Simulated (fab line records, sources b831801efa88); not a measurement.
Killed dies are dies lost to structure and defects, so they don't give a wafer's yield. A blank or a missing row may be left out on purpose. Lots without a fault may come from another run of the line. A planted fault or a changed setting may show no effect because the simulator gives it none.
fab line records | flow sky130
record lots=5 wafers=15 last_day=50
route steps=708 shown VIA2@526 METAL3@532 CAPM@537
lots that met no fault: from a run of the same line without faults
start_h: hours from the record's first day to the start of the lot's first wafer shown | wait_h: hours since the lot's step before | " the same as in the row above | L1.1+2: a row that stands for several wafers | - no value, or no start given | * or withheld: withheld | < > ~ a bound
route shown NAME@n: a module of which the file shows steps, and the number in the route of the first | usual: mean/standard deviation of fault-free wafers | same: alike in all rows | chamber/n: place in a boat | sites: the reading at each site | _std_site: their standard deviation | _edge_site: outer sites' mean less inner sites' | radius_mm: how far each site lies from the wafer's centre | mask NAME#n: copy n | behind: the tool/chamber that last shaped the wafer | hold: why the lot was held/for how many hours/how that ended | device: the transistor (n, p or np) that didn't switch | end of line: the same wafers' tests at the end of the route | a step without rows: its recipe alone | killed: dies lost to structure and defects at the first sort, not the wafer's yield | map: a wafer's dies, x killed, . not, _ none there
set.NAME: the setting as run; set.NAME@STEP: as run at that earlier step | model.NAME: the simulator's own value behind a step, which no gauge read
lots at some steps of the route; a table a step, a row a wafer
services: from which hour (start_h, from the record's first day; less than 0 if before it) a tool's chamber was out of use, for how many hours, and why
## steps
# step SKY_VIA2_CLEAN_19
# recipe chemistry=O3/DIW dry=n2_spin
# columns lot.wafer tool chamber start_h wait_h
L076.1+5+6 wet_bench-03 3 878.16 0.0
L078.4+5+6 wet_bench-01 2 893.89 0.0
L085.2+3+4 wet_bench-01 1 955.76 0.0
L088.1+2+4 wet_bench-03 2 969.05 0.0
L092.1+2+6 wet_bench-02 3 998.76 0.0
# step SKY_VIA2_SPUTTER_20
# recipe material=TiN target_thk_nm=20 chamber_pressure_pa=5 power_w=4000 time_s=80
# usual throttle_valve_pct=30.1/0.75
# columns lot.wafer tool chamber start_h wait_h throttle_valve_pct
L076.1 pvd_sputter-01 - 878.25 0.0 29.9
L076.5 " - " " 29.3
L076.6 " - " " 31.0
L078.4 pvd_sputter-01 - 893.99 0.0 30.4
L078.5 " - " " 29.6
L078.6 " - " " 31.1
L085.2 pvd_sputter-01 - 955.85 0.0 30.9
L085.3 " - " " 29.3
L085.4 " - " " 29.6
L088.1 pvd_sputter-02 - 969.14 0.0 29.2
L088.2 " - " " 29.4
L088.4 " - " " 30.0
L092.1 pvd_sputter-01 - 998.85 0.0 30.3
L092.2 " - " " 29.9
L092.6 " - " " 30.2
# step SKY_VIA2_CVD_21
# recipe material=W target_thk_nm=420 time_s=126.4 temp_c=400 pressure_torr=40
# usual heater_power_w=808/76
# columns lot.wafer tool chamber start_h wait_h heater_power_w
L076.1 cvd_w-02 0 878.31 0.0 798
L076.5 " 0 " " 771
L076.6 " 1 " " 866
L078.4 cvd_w-01 1 894.09 0.1 736
L078.5 " 1 " " 756
L078.6 " 0 " " 857
L085.2 cvd_w-02 0 955.91 0.0 800
L085.3 " 1 " " 860
L085.4 " 0 " " 781
L088.1 cvd_w-02 0 969.20 0.0 778
L088.2 " 1 " " 871
L088.4 " 0 " " 798
L092.1 cvd_w-01 1 998.91 0.0 681
L092.2 " 0 " " 891
L092.6 " 0 " " 894
# step SKY_VIA2_RS_MEAS_22
# recipe thk_meas_gauge=four-point-probe reads=W_of_VIA2_CVD_21+TiN_of_VIA2_SPUTTER_20
# usual VIA2_W_RS=0.274/0.0031
# columns lot.wafer tool chamber start_h wait_h VIA2_W_RS[ohm/sq]
L076.1 film_metro-03 - 878.44 0.1 0.270
L076.5 " - " " 0.269
L076.6 " - " " 0.276
L078.4 film_metro-03 - 894.24 0.1 0.277
L078.5 " - " " 0.278
L078.6 " - " " 0.272
L085.2 film_metro-03 - 956.06 0.1 0.273
L085.3 " - " " 0.278
L085.4 " - " " 0.273
L088.1 film_metro-03 - 969.33 0.1 0.271
L088.2 " - " " 0.273
L088.4 " - " " 0.268
L092.1 film_metro-02 - 999.04 0.1 0.278
L092.2 " - " " 0.274
L092.6 " - " " 0.273
# step SKY_VIA2_THK_MEAS_23
# recipe thk_meas_gauge=xrf reads=W_of_VIA2_CVD_21
# usual VIA2_W_THK=407/5.7
# columns lot.wafer tool chamber start_h wait_h VIA2_W_THK[nm]
L076.1 film_metro-03 - 878.56 0.1 411
L076.5 " - " " 411
L076.6 " - " " 403
L078.4 film_metro-03 - 894.33 0.1 401
L078.5 " - " " 397
L078.6 " - " " 411
L085.2 film_metro-03 - 956.17 0.1 412
L085.3 " - " " 401
L085.4 " - " " 407
L088.1 film_metro-03 - 969.45 0.1 416
L088.2 " - " " 412
L088.4 " - " " 418
L092.1 film_metro-02 - 999.16 0.1 409
L092.2 " - " " 413
L092.6 " - " " 412
# step SKY_VIA2_CMP_24
# recipe stop_on=SiO2 t_overpolish_s=20 down_force_psi=3.5 platen_rpm=60 target_thk_nm=0 pad_velocity_m_s=0.94248
# usual motor_current_A=10.5/1.2 overpolish_run_s=19.999/0.0093 time_to_endpoint_s=101/4.4
# columns lot.wafer tool chamber start_h wait_h motor_current_A overpolish_run_s time_to_endpoint_s
L076.1 cmp-01 3 878.62 0.1 9.5 20.001 100
L076.5 " 3 " " 9.5 19.993 99
L076.6 " 0 " " 8.6 19.995 96
L078.4 cmp-02 3 894.36 0.0 10.9 19.991 95
L078.5 " 3 " " 10.9 20.005 92
L078.6 " 0 " " 11.7 20.003 107
L085.4 cmp-01 2 956.22 0.0 11.0 19.999 97
L085.2 " 0 " " 8.6 20.008 107
L085.3 " 1 " " 10.7 20.010 102
L088.1 cmp-02 3 969.56 0.1 10.8 19.999 100
L088.2 " 0 " " 11.7 19.988 109
L088.4 " 1 " " 8.8 20.005 106
L092.2 cmp-01 3 999.27 0.1 9.6 20.014 102
L092.1 " 1 " " 10.5 20.001 103
L092.6 " 3 " " 9.2 19.984 103
# step SKY_METAL3_SPUTTER_00
# recipe material=Ti target_thk_nm=15 power_w=3000 time_s=10 chamber_pressure_pa=0.4
# usual throttle_valve_pct=30.2/0.68
# columns lot.wafer tool chamber start_h wait_h throttle_valve_pct
L076.1 pvd_sputter-01 - 878.92 0.2 30.7
L076.5 " - " " 29.1
L076.6 " - " " 30.4
L078.4 pvd_sputter-03 - 894.66 0.2 29.0
L078.5 " - " " 30.7
L078.6 " - " " 30.7
L085.2 pvd_sputter-04 - 956.52 0.1 30.2
L085.3 " - " " 30.9
L085.4 " - " " 28.8
L088.1 pvd_sputter-01 - 969.81 0.2 29.3
L088.2 " - " " 29.7
L088.4 " - " " 30.3
L092.1 pvd_sputter-03 - 999.52 0.1 30.8
L092.2 " - " " 30.3
L092.6 " - " " 30.7
# step SKY_METAL3_SPUTTER_01
# recipe material=TiN target_thk_nm=20 power_w=6500 time_s=16.7 chamber_pressure_pa=0.4
# usual throttle_valve_pct=30.1/0.65
# columns lot.wafer tool chamber start_h wait_h throttle_valve_pct
L076.1 pvd_sputter-01 - 878.95 0.0 30.8
L076.5 " - " " 30.0
L076.6 " - " " 30.3
L078.4 pvd_sputter-03 - 894.68 0.0 29.0
L078.5 " - " " 30.7
L078.6 " - " " 30.8
L085.2 pvd_sputter-04 - 956.55 0.0 29.5
L085.3 " - " " 31.0
L085.4 " - " " 28.7
L088.1 pvd_sputter-01 - 969.83 0.0 29.4
L088.2 " - " " 30.0
L088.4 " - " " 30.3
L092.1 pvd_sputter-03 - 999.55 0.0 30.5
L092.2 " - " " 30.3
L092.6 " - " " 30.9
# step SKY_METAL3_SPUTTER_02
# recipe material=AlCu target_thk_nm=735 power_w=10600 time_s=39.1 chamber_pressure_pa=0.4
# usual throttle_valve_pct=30.1/0.67
# columns lot.wafer tool chamber start_h wait_h throttle_valve_pct
L076.1 pvd_sputter-01 - 878.97 0.0 31.0
L076.5 " - " " 29.6
L076.6 " - " " 30.1
L078.4 pvd_sputter-03 - 894.70 0.0 28.9
L078.5 " - " " 30.9
L078.6 " - " " 30.8
L085.2 pvd_sputter-04 - 956.57 0.0 30.0
L085.3 " - " " 31.2
L085.4 " - " " 28.9
L088.1 pvd_sputter-01 - 969.86 0.0 29.6
L088.2 " - " " 30.0
L088.4 " - " " 30.0
L092.1 pvd_sputter-03 - 999.57 0.0 30.5
L092.2 " - " " 30.4
L092.6 " - " " 30.9
# step SKY_METAL3_SPUTTER_03
# recipe material=Ti target_thk_nm=5 power_w=3000 time_s=3.3 chamber_pressure_pa=0.4
# usual throttle_valve_pct=30.1/0.64
# columns lot.wafer tool chamber start_h wait_h throttle_valve_pct
L076.1 pvd_sputter-01 - 879.01 0.0 31.0
L076.5 " - " " 29.4
L076.6 " - " " 30.1
L078.4 pvd_sputter-03 - 894.74 0.0 28.9
L078.5 " - " " 30.8
L078.6 " - " " 30.6
L085.2 pvd_sputter-04 - 956.61 0.0 30.0
L085.3 " - " " 31.0
L085.4 " - " " 28.9
L088.1 pvd_sputter-01 - 969.90 0.0 29.3
L088.2 " - " " 29.6
L088.4 " - " " 30.1
L092.1 pvd_sputter-03 - 999.61 0.0 30.5
L092.2 " - " " 30.2
L092.6 " - " " 30.7
# step SKY_METAL3_SPUTTER_04
# recipe material=TiN target_thk_nm=70 power_w=6500 time_s=58.3 chamber_pressure_pa=0.4
# usual throttle_valve_pct=30.1/0.67
# columns lot.wafer tool chamber start_h wait_h throttle_valve_pct
L076.1 pvd_sputter-01 - 879.03 0.0 30.7
L076.5 " - " " 29.1
L076.6 " - " " 30.3
L078.4 pvd_sputter-03 - 894.76 0.0 29.4
L078.5 " - " " 30.6
L078.6 " - " " 30.8
L085.2 pvd_sputter-04 - 956.63 0.0 29.7
L085.3 " - " " 31.2
L085.4 " - " " 28.7
L088.1 pvd_sputter-01 - 969.91 0.0 29.6
L088.2 " - " " 29.4
L088.4 " - " " 30.5
L092.1 pvd_sputter-03 - 999.63 0.0 30.6
L092.2 " - " " 30.4
L092.6 " - " " 30.8
# step SKY_CAPM_CVD_00
# recipe material=SiO2 target_thk_nm=15.5 temp_c=400 time_s=withheld rf_w=450
# usual heater_power_w=693/80
# columns lot.wafer tool chamber start_h wait_h heater_power_w
L076.1 pecvd-01 0 879.08 0.0 694
L076.5 " 1 " " 605
L076.6 " 0 " " 717
L078.4 pecvd-04 2 894.82 0.0 576
L078.5 " 0 " " 814
L078.6 " 1 " " 670
L085.2 pecvd-02 2 956.68 0.0 789
L085.3 " 1 " " 597
L085.4 " 1 " " 610
L088.1 pecvd-02 1 969.96 0.0 671
L088.2 " 2 " " 703
L088.4 " 0 " " 775
L092.1 pecvd-01 2 999.68 0.0 643
L092.2 " 1 " " 699
L092.6 " 0 " " 607
# step SKY_CAPM_THK_MEAS_01
# recipe reads=SiO2_of_CAPM_CVD_00
# usual CAPM_CVD_00_THK=15.44/0.23
# columns lot.wafer tool chamber start_h wait_h CAPM_CVD_00_THK[nm]
L076.1 film_metro-03 - 879.10 - 15.64
L076.5 " - " " 15.76
L076.6 " - " " 15.76
L078.4 film_metro-03 - 894.86 - 15.80
L078.5 " - " " 15.51
L078.6 " - " " 15.64
L085.2 film_metro-04 - 956.71 - 15.05
L085.3 " - " " 15.24
L085.4 " - " " 15.41
L088.1 film_metro-03 - 969.99 - 15.40
L088.2 " - " " 15.18
L088.4 " - " " 15.65
L092.1 film_metro-03 - 999.70 - 15.40
L092.2 " - " " 15.54
L092.6 " - " " 15.53
# step SKY_CAPM_SPUTTER_02
# recipe material=TiN target_thk_nm=200 temp_c=300 power_w=6500 time_s=166.7 chamber_pressure_pa=0.4
# usual throttle_valve_pct=30.2/0.84
# columns lot.wafer tool chamber start_h wait_h throttle_valve_pct
L076.1 pvd_sputter-02 - 879.16 0.1 31.7
L076.5 " - " " 30.5
L076.6 " - " " 31.6
L078.4 pvd_sputter-01 - 894.89 0.0 29.8
L078.5 " - " " 29.5
L078.6 " - " " 30.3
L085.2 pvd_sputter-01 - 956.76 0.0 29.7
L085.3 " - " " 30.8
L085.4 " - " " 29.3
L088.1 pvd_sputter-02 - 970.05 0.1 29.3
L088.2 " - " " 29.4
L088.4 " - " " 31.7
L092.1 pvd_sputter-04 - 999.76 0.1 29.8
L092.2 " - " " 28.7
L092.6 " - " " 31.1
# step SKY_CAPM_RS_MEAS_03
# recipe thk_meas_gauge=four-point-probe reads=TiN_of_CAPM_SPUTTER_02
# usual CAPM_TIN_RS=6.89/0.086
# columns lot.wafer tool chamber start_h wait_h CAPM_TIN_RS[ohm/sq]
L076.1 film_metro-01 - 879.27 0.1 6.72
L076.5 " - " " 6.83
L076.6 " - " " 6.77
L078.4 film_metro-01 - 895.06 0.1 6.81
L078.5 " - " " 6.87
L078.6 " - " " 6.98
L085.2 film_metro-01 - 956.89 0.1 6.81
L085.3 " - " " 6.89
L085.4 " - " " 6.87
L088.1 film_metro-01 - 970.15 0.1 6.80
L088.2 " - " " 6.97
L088.4 " - " " 6.82
L092.1 film_metro-04 - 999.87 0.1 6.83
L092.2 " - " " 6.69
L092.6 " - " " 6.82
# step SKY_CAPM_THK_MEAS_04
# recipe thk_meas_gauge=xrf reads=TiN_of_CAPM_SPUTTER_02
# usual CAPM_TIN_THK=201.5/2.8
# columns lot.wafer tool chamber start_h wait_h CAPM_TIN_THK[nm]
L076.1 film_metro-01 - 879.39 0.1 206.5
L076.5 " - " " 203.3
L076.6 " - " " 204.9
L078.4 film_metro-01 - 895.15 0.1 203.7
L078.5 " - " " 202.3
L078.6 " - " " 199.7
L085.2 film_metro-01 - 957.00 0.1 204.6
L085.3 " - " " 202.8
L085.4 " - " " 203.3
L088.1 film_metro-01 - 970.27 0.1 204.8
L088.2 " - " " 199.7
L088.4 " - " " 203.9
L092.1 film_metro-04 - 999.99 0.1 201.9
L092.2 " - " " 205.2
L092.6 " - " " 201.7
# step SKY_CAPM_DEHYDRATE_05
# recipe temp_c=200 time_s=60
# usual chill_plate_temp_C=23.01/0.11 resist_line_temp_C=23.01/0.11
# columns lot.wafer tool chamber start_h wait_h chill_plate_temp_C resist_line_temp_C
L076.1 litho_track-01 0 891.65 12.2 22.97 22.81
L076.5 " 0 " " 23.00 22.93
L076.6 " 0 " " 22.95 23.13
L078.4 litho_track-04 0 907.12 12.0 23.09 22.94
L078.5 " 0 " " 23.06 22.80
L078.6 " 0 " " 23.02 22.73
L085.2 litho_track-04 0 968.37 11.4 22.97 23.07
L085.3 " 0 " " 23.02 22.98
L085.4 " 0 " " 23.17 22.86
L088.1 litho_track-01 0 981.30 11.0 23.02 23.02
L088.2 " 0 " " 23.13 23.08
L088.4 " 0 " " 23.09 23.10
L092.1 litho_track-04 0 1011.10 11.1 22.82 23.16
L092.2 " 0 " " 22.86 23.29
L092.6 " 0 " " 22.92 23.14
# step SKY_CAPM_HMDS_06
# recipe prime_time_s=60 prime_temp_c=120
# usual chill_plate_temp_C=23.02/0.13 resist_line_temp_C=23.02/0.11
# columns lot.wafer tool chamber start_h wait_h chill_plate_temp_C resist_line_temp_C
L076.1 litho_track-01 0 891.80 0.1 22.78 22.77
L076.5 " 0 " " 22.95 23.01
L076.6 " 0 " " 22.99 22.99
L078.4 litho_track-04 0 907.27 0.1 22.97 23.01
L078.5 " 0 " " 22.88 23.17
L078.6 " 0 " " 23.02 22.96
L085.2 litho_track-04 0 968.52 0.1 23.16 22.91
L085.3 " 0 " " 23.20 23.14
L085.4 " 0 " " 23.16 23.22
L088.1 litho_track-01 0 981.45 0.1 22.97 22.95
L088.2 " 0 " " 23.04 23.18
L088.4 " 0 " " 23.01 22.94
L092.1 litho_track-04 0 1011.25 0.1 22.95 23.03
L092.2 " 0 " " 23.02 22.93
L092.6 " 0 " " 23.03 22.80
# step SKY_CAPM_COAT_07
# recipe resist=NOVOLAK spin_rpm=3000 resist_thk_nm=1140
# usual chill_plate_temp_C=23.00/0.1 resist_line_temp_C=23.00/0.11
# columns lot.wafer tool chamber start_h wait_h chill_plate_temp_C resist_line_temp_C
L076.1 litho_track-01 0 891.95 0.1 23.00 22.97
L076.5 " 0 " " 23.16 22.94
L076.6 " 0 " " 23.07 23.00
L078.4 litho_track-04 0 907.42 0.1 23.01 23.14
L078.5 " 0 " " 22.82 23.13
L078.6 " 0 " " 22.90 23.06
L085.2 litho_track-04 0 968.67 0.1 22.87 22.97
L085.3 " 0 " " 22.96 23.01
L085.4 " 0 " " 22.86 23.06
L088.1 litho_track-01 0 981.60 0.1 22.99 22.80
L088.2 " 0 " " 22.95 22.99
L088.4 " 0 " " 23.15 22.92
L092.1 litho_track-04 0 1011.40 0.1 23.07 22.75
L092.2 " 0 " " 23.19 22.88
L092.6 " 0 " " 23.16 22.88
# step SKY_CAPM_SOFTBAKE_08
# recipe temp_c=90 time_s=60 resist=NOVOLAK
# usual chill_plate_temp_C=23.03/0.1 resist_line_temp_C=23.00/0.11
# columns lot.wafer tool chamber start_h wait_h chill_plate_temp_C resist_line_temp_C
L076.1 litho_track-01 0 892.10 0.1 22.97 23.16
L076.5 " 0 " " 23.02 23.00
L076.6 " 0 " " 22.98 22.92
L078.4 litho_track-04 0 907.57 0.1 23.23 23.01
L078.5 " 0 " " 23.15 23.14
L078.6 " 0 " " 23.23 23.08
L085.2 litho_track-04 0 968.82 0.1 23.07 23.07
L085.3 " 0 " " 22.96 23.06
L085.4 " 0 " " 22.97 23.06
L088.1 litho_track-01 0 981.75 0.1 22.96 23.02
L088.2 " 0 " " 23.10 23.07
L088.4 " 0 " " 23.09 23.00
L092.1 litho_track-04 0 1011.55 0.1 23.00 23.02
L092.2 " 0 " " 22.96 22.91
L092.6 " 0 " " 22.91 22.81
# step SKY_CAPM_EXPOSE_09
# recipe mask_id=CAPM na=0.6 source_shape=conventional sigma_outer=0.6 polarization=unpolarized target_cd_nm=1000 dose_mj=159
# usual exposure_dose_mJ_cm2=159.04/0.16
# columns lot.wafer tool chamber start_h wait_h mask exposure_dose_mJ_cm2
L076.1 iline_stepper-01 0 - - CAPM#0 158.98
L076.5 " 0 " " CAPM#0 158.95
L076.6 " 0 " " CAPM#0 159.10
L078.4 iline_stepper-01 0 - - CAPM#0 159.34
L078.5 " 0 " " CAPM#0 159.28
L078.6 " 0 " " CAPM#0 159.53
L085.2 iline_stepper-02 0 - - CAPM#0 159.10
L085.3 " 0 " " CAPM#0 158.79
L085.4 " 0 " " CAPM#0 158.88
L088.1 iline_stepper-01 0 - - CAPM#0 158.78
L088.2 " 0 " " CAPM#0 159.15
L088.4 " 0 " " CAPM#0 159.15
L092.1 iline_stepper-01 0 - - CAPM#0 158.73
L092.2 " 0 " " CAPM#0 158.71
L092.6 " 0 " " CAPM#0 158.82
# step SKY_CAPM_PEB_10
# recipe temp_c=withheld time_s=* resist=NOVOLAK
# usual chill_plate_temp_C=* resist_line_temp_C=*
# columns lot.wafer tool chamber start_h wait_h chill_plate_temp_C resist_line_temp_C
L076.1 litho_track-01 0 - - * *
L076.5 " 0 " " * *
L076.6 " 0 " " * *
L078.4 litho_track-01 0 - - * *
L078.5 " 0 " " * *
L078.6 " 0 " " * *
L085.2 litho_track-02 0 - - * *
L085.3 " 0 " " * *
L085.4 " 0 " " * *
L088.1 litho_track-02 0 - - * *
L088.2 " 0 " " * *
L088.4 " 0 " " * *
L092.1 litho_track-04 0 - - * *
L092.2 " 0 " " * *
L092.6 " 0 " " * *
# step SKY_CAPM_DEVELOP_11
# recipe resist=NOVOLAK developer=TMAH develop_time_s=60 dev_temp_c=23
# usual chill_plate_temp_C=23.02/0.12 developer_temp_C=22.98/0.11 resist_line_temp_C=23.00/0.12
# columns lot.wafer tool chamber start_h wait_h chill_plate_temp_C developer_temp_C resist_line_temp_C
L076.1 litho_track-01 0 905.05 0.1 22.94 22.86 22.98
L076.5 " 0 " " 23.04 22.81 22.97
L076.6 " 0 " " 22.94 22.91 23.11
L078.4 litho_track-01 0 920.32 0.1 23.16 23.02 22.88
L078.5 " 0 " " 23.05 22.96 22.91
L078.6 " 0 " " 23.11 23.11 23.03
L085.2 litho_track-02 0 980.80 0.1 22.88 22.94 23.15
L085.3 " 0 " " 23.02 23.00 22.98
L085.4 " 0 " " 23.05 23.00 22.99
L088.1 litho_track-02 0 994.18 0.1 23.15 23.00 23.16
L088.2 " 0 " " 23.05 22.98 23.15
L088.4 " 0 " " 22.94 23.10 23.23
L092.1 litho_track-04 0 1022.60 0.1 23.05 23.22 23.01
L092.2 " 0 " " 23.10 23.11 23.17
L092.6 " 0 " " 23.18 23.07 23.06
# step SKY_CAPM_OVL_MEAS_12
# usual CAPM_OVL=0.1/1.4
# columns lot.wafer tool chamber start_h wait_h CAPM_OVL[nm]
L076.1 overlay-02 - 905.20 0.1 -0.6
L076.5 " - " " 0.0
L076.6 " - " " -0.7
L078.4 overlay-02 - 920.41 0.1 -0.1
L078.5 " - " " 0.0
L078.6 " - " " -0.9
L085.2 overlay-01 - 980.94 0.1 2.5
L085.3 " - " " 2.2
L085.4 " - " " 2.0
L088.1 overlay-01 - 994.33 0.1 0.2
L088.2 " - " " -1.2
L088.4 " - " " -1.8
L092.1 overlay-01 - 1022.75 0.1 -0.3
L092.2 " - " " 0.2
L092.6 " - " " -1.4
# step SKY_CAPM_METAL_ETCH_13
# recipe target_depth_nm=220 stop_on=SiO2 chemistry=Cl2/BCl3 target=TiN pressure_mtorr=10 icp_w=900 bias_w=48.5 Cl2_flow_sccm=60 bcl3_flow_sccm=30 time_s=62.9
# usual bias_w=48.51/0.13 drypump_motor_current_A=5.65/0.27 mfc_cl2_sccm=60.00/0.17 oes_product_au=0.943/0.0084 throttle_valve_pct=21.900/0.0099
# columns lot.wafer tool chamber start_h wait_h bias_w drypump_motor_current_A mfc_cl2_sccm oes_product_au rf_hours_counter_h throttle_valve_pct
L076.1 rie_metal-03 0 905.23 0.0 48.57 5.65 60.02 0.952 8 21.884
L076.5 " 1 " " 48.53 5.98 59.98 0.936 - 21.892
L076.6 " 0 " " 48.45 5.62 59.69 0.946 - 21.879
L078.4 rie_metal-03 0 920.46 0.0 48.46 5.60 60.17 0.946 - 21.892
L078.5 " 1 " " 48.35 6.03 59.84 0.941 - 21.893
L078.6 " 0 " " 48.53 5.64 60.21 0.926 - 21.902
L085.2 rie_metal-01 1 980.97 0.0 48.61 5.11 59.99 0.949 2 21.902
L085.3 " 1 " " 48.31 5.10 59.91 0.945 - 21.904
L085.4 " 0 " " 48.34 5.64 60.07 0.939 - 21.895
L088.1 rie_metal-01 0 994.37 0.0 48.64 5.61 59.77 0.955 13 21.911
L088.2 " 1 " " 48.56 5.11 59.82 0.934 3 21.892
L088.4 " 1 " " 48.29 5.10 59.83 0.945 - 21.892
L092.1 rie_metal-04 1 1022.79 0.0 48.55 5.75 60.01 0.950 11 21.896
L092.2 " 0 " " 48.44 5.67 60.20 0.955 18 21.877
L092.6 " 1 " " 48.48 5.79 59.94 0.944 - 21.893
# step SKY_CAPM_STRIP_14
# recipe chemistry=O2/N2 power_w=1400 pressure_mtorr=1500 platen_temp_c=withheld o2_flow_sccm=3000 n2_flow_sccm=300 overash_fraction=0.5
# usual drypump_motor_current_A=6.0/0.55 n2_flow_sccm=300.1/0.78 oes_product_au=0.710/0.0045 strip_time_to_endpoint_s=12.66/0.045
# columns lot.wafer tool chamber start_h wait_h drypump_motor_current_A n2_flow_sccm oes_product_au rf_hours_counter_h strip_time_to_endpoint_s
L076.1 plasma_asher-04 1 905.31 0.1 6.0 301.9 0.713 109 12.62
L076.5 " 0 " " 6.5 300.3 0.709 - 12.65
L076.6 " 1 " " 6.0 301.3 0.707 - 12.69
L078.4 plasma_asher-02 0 920.54 0.1 5.1 299.3 0.712 - 12.70
L078.5 " 1 " " 6.6 300.7 0.715 - 12.67
L078.6 " 0 " " 5.1 299.7 0.717 - 12.70
L085.2 plasma_asher-04 0 981.04 0.1 6.5 300.1 0.702 117 12.66
L085.3 " 1 " " 6.0 300.8 0.711 - 12.71
L085.4 " 0 " " 6.5 298.8 0.720 - 12.69
L088.1 plasma_asher-03 1 994.44 0.1 5.8 300.9 0.703 22 12.61
L088.2 " 0 " " 6.0 298.9 0.714 22 12.62
L088.4 " 0 " " 6.1 299.1 0.707 - 12.62
L092.1 plasma_asher-04 0 1022.86 0.1 6.5 301.0 0.717 121 12.78
L092.2 " 1 " " 6.0 299.2 0.705 121 12.73
L092.6 " 1 " " 6.0 300.2 0.715 - 12.75
# step SKY_CAPM_STRIP_15
# recipe chemistry=post_etch_residue_remover time_s=1200 temp_c=72.5
# usual bath_heat_duty_pct=14.5/1.2
# columns lot.wafer tool chamber start_h wait_h bath_heat_duty_pct
L076.1 wet_bench-04 3 905.41 0.1 15.5
L076.5 " 3 " " 13.8
L076.6 " 3 " " 12.4
L078.4 wet_bench-02 1 920.61 0.0 15.3
L078.5 " 1 " " 17.3
L078.6 " 1 " " 15.4
L085.2 wet_bench-04 1 981.14 0.1 15.3
L085.3 " 1 " " 13.9
L085.4 " 1 " " 14.3
L088.1 wet_bench-04 0 994.54 0.1 13.7
L088.2 " 0 " " 13.1
L088.4 " 0 " " 14.8
L092.1 wet_bench-03 2 1022.96 0.1 13.6
L092.2 " 2 " " 13.9
L092.6 " 2 " " 14.5
# step SKY_CAPM_CLEAN_16
# recipe chemistry=IPA time_s=180 temp_c=25
# usual bath_heat_duty_pct=6.5/0.63
# columns lot.wafer tool chamber start_h wait_h bath_heat_duty_pct
L076.1 wet_bench-02 1 905.75 0.0 6.8
L076.5 " 1 " " 6.6
L076.6 " 1 " " 5.8
L078.4 wet_bench-03 2 920.95 0.0 6.1
L078.5 " 2 " " 6.4
L078.6 " 2 " " 6.4
L085.2 wet_bench-02 3 981.52 0.0 6.6
L085.3 " 3 " " 6.4
L085.4 " 3 " " 7.2
L088.1 wet_bench-03 0 994.88 0.0 7.4
L088.2 " 0 " " 6.9
L088.4 " 0 " " 6.4
L092.1 wet_bench-02 3 1023.30 0.0 6.6
L092.2 " 3 " " 6.7
L092.6 " 3 " " 6.5
# step SKY_CAPM_CLEAN_17
# recipe chemistry=O3/DIW dry=n2_spin
# columns lot.wafer tool chamber start_h wait_h
L076.1+5+6 wet_bench-03 2 905.81 0.0
L078.4+5+6 wet_bench-02 2 921.01 0.0
L085.2+3+4 wet_bench-04 2 981.58 0.0
L088.1+2+4 wet_bench-04 2 994.95 0.0
L092.1+2+6 wet_bench-04 2 1023.36 0.0
# step SKY_METAL3_DEHYDRATE_05
# recipe temp_c=200 time_s=60
# usual chill_plate_temp_C=22.99/0.1 resist_line_temp_C=22.98/0.12
# columns lot.wafer tool chamber start_h wait_h chill_plate_temp_C resist_line_temp_C
L076.1 litho_track-02 0 917.88 12.0 22.92 23.06
L076.5 " 0 " " 22.98 22.87
L076.6 " 0 " " 22.99 23.12
L078.4 litho_track-01 0 932.87 11.8 22.91 23.06
L078.5 " 0 " " 22.99 22.97
L078.6 " 0 " " 23.02 23.03
L085.2 litho_track-02 0 993.25 11.6 22.95 22.93
L085.3 " 0 " " 23.02 22.96
L085.4 " 0 " " 23.03 23.03
L088.1 litho_track-03 0 1005.87 10.8 22.81 22.95
L088.2 " 0 " " 22.92 23.12
L088.4 " 0 " " 22.87 23.03
L092.1 litho_track-02 0 1034.48 11.0 22.89 23.02
L092.2 " 0 " " 22.89 23.10
L092.6 " 0 " " 22.90 22.97
# step SKY_METAL3_HMDS_06
# recipe prime_time_s=60 prime_temp_c=120
# usual chill_plate_temp_C=22.99/0.1 resist_line_temp_C=22.99/0.11
# columns lot.wafer tool chamber start_h wait_h chill_plate_temp_C resist_line_temp_C
L076.1 litho_track-02 0 918.03 0.1 22.96 23.05
L076.5 " 0 " " 23.14 23.17
L076.6 " 0 " " 22.93 23.17
L078.4 litho_track-01 0 933.02 0.1 23.16 22.93
L078.5 " 0 " " 23.14 23.00
L078.6 " 0 " " 23.12 23.01
L085.2 litho_track-02 0 993.40 0.1 23.00 23.00
L085.3 " 0 " " 22.94 22.99
L085.4 " 0 " " 23.09 23.03
L088.1 litho_track-03 0 1006.02 0.1 22.90 22.96
L088.2 " 0 " " 22.76 22.70
L088.4 " 0 " " 22.91 23.00
L092.1 litho_track-02 0 1034.63 0.1 22.94 23.10
L092.2 " 0 " " 23.07 23.02
L092.6 " 0 " " 22.92 23.09
# step SKY_METAL3_COAT_07
# recipe resist=BARC temp_c=withheld time_s=withheld spin_rpm=3000 resist_thk_nm=60
# usual chill_plate_temp_C=* resist_line_temp_C=*
# columns lot.wafer tool chamber start_h wait_h chill_plate_temp_C resist_line_temp_C
L076.1 litho_track-02 0 918.18 0.1 * *
L076.5 " 0 " " * *
L076.6 " 0 " " * *
L078.4 litho_track-01 0 933.17 0.1 * *
L078.5 " 0 " " * *
L078.6 " 0 " " * *
L085.2 litho_track-02 0 993.55 0.1 * *
L085.3 " 0 " " * *
L085.4 " 0 " " * *
L088.1 litho_track-03 0 1006.17 0.1 * *
L088.2 " 0 " " * *
L088.4 " 0 " " * *
L092.1 litho_track-02 0 1034.78 0.1 * *
L092.2 " 0 " " * *
L092.6 " 0 " " * *
## services
# columns tool chamber start_h hours kind
rie_metal-01 0 856.01 57.2 repair
cmp-01 - 856.67 0.2 repair
cmp-01 - 858.48 1.2 repair
rie_metal-01 1 861.02 3.1 repair
cvd_w-01 1 863.86 2.7 repair
cmp-02 - 865.20 0.8 repair
pvd_sputter-01 - 871.05 5.2 repair
pvd_sputter-02 - 884.12 2.7 repair
pecvd-02 2 884.89 6.1 repair
cvd_w-01 1 895.32 3.9 repair
cmp-01 - 902.00 2.3 repair
cvd_w-01 - 904.00 14.0 pm
pecvd-02 2 905.16 8.3 repair
pvd_sputter-02 - 905.39 1.8 repair
cmp-02 - 909.80 6.0 pm
wet_bench-01 - 913.35 3.1 repair
iline_stepper-01 - 925.22 1.7 pm
wet_bench-02 - 932.09 1.1 repair
cvd_w-02 - 937.02 6.9 pm
pvd_sputter-03 - 945.43 2.0 repair
pvd_sputter-04 - 952.73 1.8 repair
iline_stepper-01 - 957.23 4.3 pm
cvd_w-02 - 961.17 2.8 pm
pvd_sputter-01 - 978.88 1.9 repair
## key
fault none
